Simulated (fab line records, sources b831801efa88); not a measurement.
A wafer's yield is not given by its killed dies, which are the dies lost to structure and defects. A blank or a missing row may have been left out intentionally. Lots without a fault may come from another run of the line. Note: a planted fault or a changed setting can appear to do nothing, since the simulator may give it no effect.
Which tool is to blame? :: flow gf180mcu :: Sampling: 15 lots, 42 wafers, 4 of 602 route steps

## WHAT THE GAUGES SHOWED, per wafer
GF_HV_LDD_OVL_MEAS_08. Usual: HV_LDD_OVL gives 1.3 nm (standard deviation 1.5).
lot: L551
measured: day 10 00:21
on: overlay-02
HV_LDD_OVL (nm): -0.4 0.5 0.8
flag: 

lot: L552
measured: day 10 06:59
on: overlay-02
HV_LDD_OVL (nm): 1.0 -0.9 -0.6
flag: 

lot: L554
measured: day 10 19:31
on: overlay-02
HV_LDD_OVL (nm): 1.5 -0.1 0.5
flag: 

lot: L555
measured: day 11 05:26
on: overlay-02
HV_LDD_OVL (nm): 2.9 4.3 3.9
flag: 

lot: L556
measured: day 11 11:10
on: overlay-02
HV_LDD_OVL (nm): -0.5 -2.0 -2.7
flag: 

lot: L557
measured: day 11 17:41
on: overlay-01
HV_LDD_OVL (nm): 3.8 4.2 4.4
flag: 

lot: L558
measured: day 12 05:16
on: overlay-01
HV_LDD_OVL (nm): 0.4 0.2 1.1
flag: 

lot: L560
measured: day 12 20:36
on: overlay-02
HV_LDD_OVL (nm): 0.2 0.8
flag: 

lot: L563
measured: day 13 16:23
on: overlay-02
HV_LDD_OVL (nm): 0.4 1.8
flag: 

lot: L564
measured: day 14 01:00
on: overlay-01
HV_LDD_OVL (nm): 2.5 2.9
flag: 

lot: L569
measured: day 15 11:53
on: overlay-02
HV_LDD_OVL (nm): 1.7 3.8 3.0
flag: 

lot: L570
measured: day 15 20:11
on: overlay-01
HV_LDD_OVL (nm): 0.9 1.8 1.3
flag: 

lot: L572
measured: day 16 10:53
on: overlay-01
HV_LDD_OVL (nm): 3.4 3.3 1.8
flag: 

lot: L573
measured: day 16 16:16
on: overlay-02
HV_LDD_OVL (nm): -0.4 2.3 1.7
flag: 

lot: L574
measured: day 17 06:20
on: overlay-01
HV_LDD_OVL (nm): -0.7 0.8 0.3
flag: 

GF_HV_LDD_OVL_MEAS_32. Usual: HV_LDD_02_OVL gives 0.1 nm (standard deviation 1.2).
lot: L551
measured: day 11 13:57
on: overlay-02
HV_LDD_02_OVL (nm): 1.5 1.2 1.5
flag: 

lot: L552
measured: day 11 20:20
on: overlay-01
HV_LDD_02_OVL (nm): 0.2 -2.6 -1.8
flag: 

lot: L554
measured: day 12 09:16
on: overlay-02
HV_LDD_02_OVL (nm): 0.3 0.0 -1.1
flag: 

lot: L555
measured: day 12 20:18
on: overlay-01
HV_LDD_02_OVL (nm): 1.1 2.3 2.2
flag: 

lot: L556
measured: day 13 02:35
on: overlay-01
HV_LDD_02_OVL (nm): 1.2 -1.2 0.3
flag: 

lot: L557
measured: day 13 08:54
on: overlay-01
HV_LDD_02_OVL (nm): -0.3 -0.1 -1.1
flag: 

lot: L558
measured: day 13 21:54
on: overlay-02
HV_LDD_02_OVL (nm): -0.3 -0.2 0.2
flag: 

lot: L560
measured: day 14 14:05
on: overlay-02
HV_LDD_02_OVL (nm): 2.3 1.0
flag: 

lot: L563
measured: day 15 10:58
on: overlay-02
HV_LDD_02_OVL (nm): 0.1 0.9
flag: 

lot: L564
measured: day 15 19:17
on: overlay-02
HV_LDD_02_OVL (nm): 0.8 -0.5
flag: 

lot: L569
measured: day 17 08:43
on: overlay-02
HV_LDD_02_OVL (nm): -0.1 -0.1 0.4
flag: 

lot: L570
measured: day 17 17:32
on: overlay-02
HV_LDD_02_OVL (nm): -0.4 0.4 1.9
flag: 

lot: L572
measured: day 18 08:08
on: overlay-02
HV_LDD_02_OVL (nm): -1.5 -1.3 -1.8
flag: 

lot: L573
measured: day 18 14:34
on: overlay-01
HV_LDD_02_OVL (nm): 2.0 1.4 2.9
flag: 

lot: L574
measured: day 19 05:53
on: overlay-01
HV_LDD_02_OVL (nm): 0.5 -0.7 0.4
flag: 

## EACH LOT AND THE TOOL THAT RAN IT (in order: tool; ch and the chambers of the sampled wafers; start)
lot: L551
GF_HV_LDD_STRIP_22: plasmaAsher-03 ch 0,1, day 10 18:59
GF_HV_LDD_SOFTBAKE_27: lithoTrack-02 ch 0, day 11 04:31

lot: L552
GF_HV_LDD_STRIP_22: plasmaAsher-02 ch 0,1, day 11 01:10
GF_HV_LDD_SOFTBAKE_27: lithoTrack-01 ch 0, day 11 10:22

lot: L554
GF_HV_LDD_STRIP_22: plasmaAsher-03 ch 0,1, day 11 13:52
GF_HV_LDD_SOFTBAKE_27: lithoTrack-02 ch 0, day 11 23:38

lot: L555
GF_HV_LDD_STRIP_22: plasmaAsher-02 ch 0,1, day 12 00:43
GF_HV_LDD_SOFTBAKE_27: lithoTrack-01 ch 0, day 12 10:29

lot: L556
GF_HV_LDD_STRIP_22: plasmaAsher-03 ch 0,1, day 12 07:00
GF_HV_LDD_SOFTBAKE_27: lithoTrack-02 ch 0, day 12 16:25

lot: L557
GF_HV_LDD_STRIP_22: plasmaAsher-01 ch 0,1, day 12 13:01
GF_HV_LDD_SOFTBAKE_27: lithoTrack-03 ch 0, day 12 22:54

lot: L558
GF_HV_LDD_STRIP_22: plasmaAsher-01 ch 0, day 13 01:05
GF_HV_LDD_SOFTBAKE_27: lithoTrack-03 ch 0, day 13 11:29

lot: L560
GF_HV_LDD_STRIP_22: plasmaAsher-01 ch 1, day 13 17:31
GF_HV_LDD_SOFTBAKE_27: lithoTrack-03 ch 0, day 14 03:36

lot: L563
GF_HV_LDD_STRIP_22: plasmaAsher-01 ch 0,1, day 14 13:23
GF_HV_LDD_SOFTBAKE_27: lithoTrack-03 ch 0, day 15 00:11

lot: L564
GF_HV_LDD_STRIP_22: plasmaAsher-02 ch 0,1, day 14 22:01
GF_HV_LDD_SOFTBAKE_27: lithoTrack-03 ch 0, day 15 08:17

lot: L569
GF_HV_LDD_STRIP_22: plasmaAsher-01 ch 0,1, day 16 10:07
GF_HV_LDD_SOFTBAKE_27: lithoTrack-02 ch 0, day 16 21:22

lot: L570
GF_HV_LDD_STRIP_22: plasmaAsher-03 ch 0,1, day 16 18:25
GF_HV_LDD_SOFTBAKE_27: lithoTrack-02 ch 0, day 17 05:25

lot: L572
GF_HV_LDD_STRIP_22: plasmaAsher-01 ch 0,1, day 17 10:04
GF_HV_LDD_SOFTBAKE_27: lithoTrack-01 ch 0, day 17 21:02

lot: L573
GF_HV_LDD_STRIP_22: plasmaAsher-01 ch 0,1, day 17 15:10
GF_HV_LDD_SOFTBAKE_27: lithoTrack-03 ch 0, day 18 02:16

lot: L574
GF_HV_LDD_STRIP_22: plasmaAsher-03 ch 0,1, day 18 05:32
GF_HV_LDD_SOFTBAKE_27: lithoTrack-03 ch 0, day 18 17:55
- GF_HV_LDD_STRIP_22: strips in O2/N2.
- GF_HV_LDD_SOFTBAKE_27: time 60 s.

## AS READ BY THE TOOLS THEMSELVES (means over the sampled wafers that have a number; for cases with no such wafer, the mark the record gives instead)
GF_HV_LDD_STRIP_22. Usual: drypumpMotorCurrentA 5.9 A, standard deviation 0.44; heaterPowerW 371 W, standard deviation 34; oesProductAu 0.716 a.u., standard deviation 0.0041; stripTimeToEndpointS 12.62 s, standard deviation 0.036.
lot: L551
tool: plasmaAsher-03
drypumpMotorCurrentA (A): 5.5
heaterPowerW (W): 403
oesProductAu (a.u.): 0.712
stripTimeToEndpointS (s): 12.63
flag: 

lot: L552
tool: plasmaAsher-02
drypumpMotorCurrentA (A): 6.4
heaterPowerW (W): 342
oesProductAu (a.u.): 0.712
stripTimeToEndpointS (s): 12.62
flag: 

lot: L554
tool: plasmaAsher-03
drypumpMotorCurrentA (A): 5.3
heaterPowerW (W): 418
oesProductAu (a.u.): 0.717
stripTimeToEndpointS (s): 12.63
flag: 

lot: L555
tool: plasmaAsher-02
drypumpMotorCurrentA (A): 6.4
heaterPowerW (W): 354
oesProductAu (a.u.): 0.719
stripTimeToEndpointS (s): 12.59
flag: 

lot: L556
tool: plasmaAsher-03
drypumpMotorCurrentA (A): 5.5
heaterPowerW (W): 403
oesProductAu (a.u.): 0.717
stripTimeToEndpointS (s): 12.65
flag: 

lot: L557
tool: plasmaAsher-01
drypumpMotorCurrentA (A): 6.1
heaterPowerW (W): 353
oesProductAu (a.u.): 0.718
stripTimeToEndpointS (s): 12.62
flag: 

lot: L558
tool: plasmaAsher-01
drypumpMotorCurrentA (A): 5.9
heaterPowerW (W): 354
oesProductAu (a.u.): 0.717
stripTimeToEndpointS (s): 12.67
flag: 

lot: L560
tool: plasmaAsher-01
drypumpMotorCurrentA (A): 6.2
heaterPowerW (W): 347
oesProductAu (a.u.): 0.718
stripTimeToEndpointS (s): 12.66
flag: 

lot: L563
tool: plasmaAsher-01
drypumpMotorCurrentA (A): 6.1
heaterPowerW (W): 354
oesProductAu (a.u.): 0.718
stripTimeToEndpointS (s): 12.54
flag: 

lot: L564
tool: plasmaAsher-02
drypumpMotorCurrentA (A): 6.3
heaterPowerW (W): 342
oesProductAu (a.u.): 0.714
stripTimeToEndpointS (s): 12.62
flag: 

lot: L569
tool: plasmaAsher-01
drypumpMotorCurrentA (A): 6.0
heaterPowerW (W): 356
oesProductAu (a.u.): 0.718
stripTimeToEndpointS (s): 12.59
flag: 

lot: L570
tool: plasmaAsher-03
drypumpMotorCurrentA (A): 5.3
heaterPowerW (W): 419
oesProductAu (a.u.): 0.720
stripTimeToEndpointS (s): 12.61
flag: 

lot: L572
tool: plasmaAsher-01
drypumpMotorCurrentA (A): 6.1
heaterPowerW (W): 353
oesProductAu (a.u.): 0.717
stripTimeToEndpointS (s): 12.62
flag: 

lot: L573
tool: plasmaAsher-01
drypumpMotorCurrentA (A): 6.1
heaterPowerW (W): 354
oesProductAu (a.u.): 0.718
stripTimeToEndpointS (s): 12.68
flag: 

lot: L574
tool: plasmaAsher-03
drypumpMotorCurrentA (A): 5.2
heaterPowerW (W): 425
oesProductAu (a.u.): 0.718
stripTimeToEndpointS (s): 12.64
flag: 

GF_HV_LDD_SOFTBAKE_27. Usual: heaterPowerTotalW 56.59 W, standard deviation 0.043; runLengthS 89.17 s, standard deviation 0.27.
lot: L551
tool: lithoTrack-02
heaterPowerTotalW (W): 56.58
runLengthS (s): 89.62
flag: 

lot: L552
tool: lithoTrack-01
heaterPowerTotalW (W): 56.61
runLengthS (s): 89.05
flag: 

lot: L554
tool: lithoTrack-02
heaterPowerTotalW (W): 56.57
runLengthS (s): 89.51
flag: 

lot: L555
tool: lithoTrack-01
heaterPowerTotalW (W): 56.59
runLengthS (s): 89.11
flag: 

lot: L556
tool: lithoTrack-02
heaterPowerTotalW (W): 56.56
runLengthS (s): 89.57
flag: 

lot: L557
tool: lithoTrack-03
heaterPowerTotalW (W): 56.60
runLengthS (s): 88.84
flag: 

lot: L558
tool: lithoTrack-03
heaterPowerTotalW (W): 56.58
runLengthS (s): 88.95
flag: 

lot: L560
tool: lithoTrack-03
heaterPowerTotalW (W): 58.83
runLengthS (s): 82.83
flag: OFF

lot: L563
tool: lithoTrack-03
heaterPowerTotalW (W): 58.75
runLengthS (s): 82.95
flag: OFF

lot: L564
tool: lithoTrack-03
heaterPowerTotalW (W): 58.73
runLengthS (s): 82.88
flag: OFF

lot: L569
tool: lithoTrack-02
heaterPowerTotalW (W): 56.60
runLengthS (s): 89.57
flag: 

lot: L570
tool: lithoTrack-02
heaterPowerTotalW (W): 56.60
runLengthS (s): 89.49
flag: 

lot: L572
tool: lithoTrack-01
heaterPowerTotalW (W): 56.62
runLengthS (s): 89.09
flag: 

lot: L573
tool: lithoTrack-03
heaterPowerTotalW (W): 56.60
runLengthS (s): 88.95
flag: 

lot: L574
tool: lithoTrack-03
heaterPowerTotalW (W): 56.62
runLengthS (s): 89.05
flag: 

## THE ANSWER, worked out from the rows above alone
Rule: lot off if the mean of its wafers having a number is beyond 3 standard deviations from the usual mean. Also off: a lot with no number at a reading for which 4 or more lots have one. The other lots that the step has rows for count as sound. After the gauges, taken in route order, come the tools' own readings; for these a lot's mean is taken, as printed above. At the first step where some lot is off, the reading lying furthest off is the one used; lots without a number count as furthest.
Off at GF_HV_LDD_SOFTBAKE_27 (heaterPowerTotalW): L560, L563, L564.
If a tool, at that step or one of the process steps before it, ran each lot that is off and ran no sound lot following the first of them, it fits. Of those tried, none fits.

## WHAT THE SIMULATOR HAD INSERTED
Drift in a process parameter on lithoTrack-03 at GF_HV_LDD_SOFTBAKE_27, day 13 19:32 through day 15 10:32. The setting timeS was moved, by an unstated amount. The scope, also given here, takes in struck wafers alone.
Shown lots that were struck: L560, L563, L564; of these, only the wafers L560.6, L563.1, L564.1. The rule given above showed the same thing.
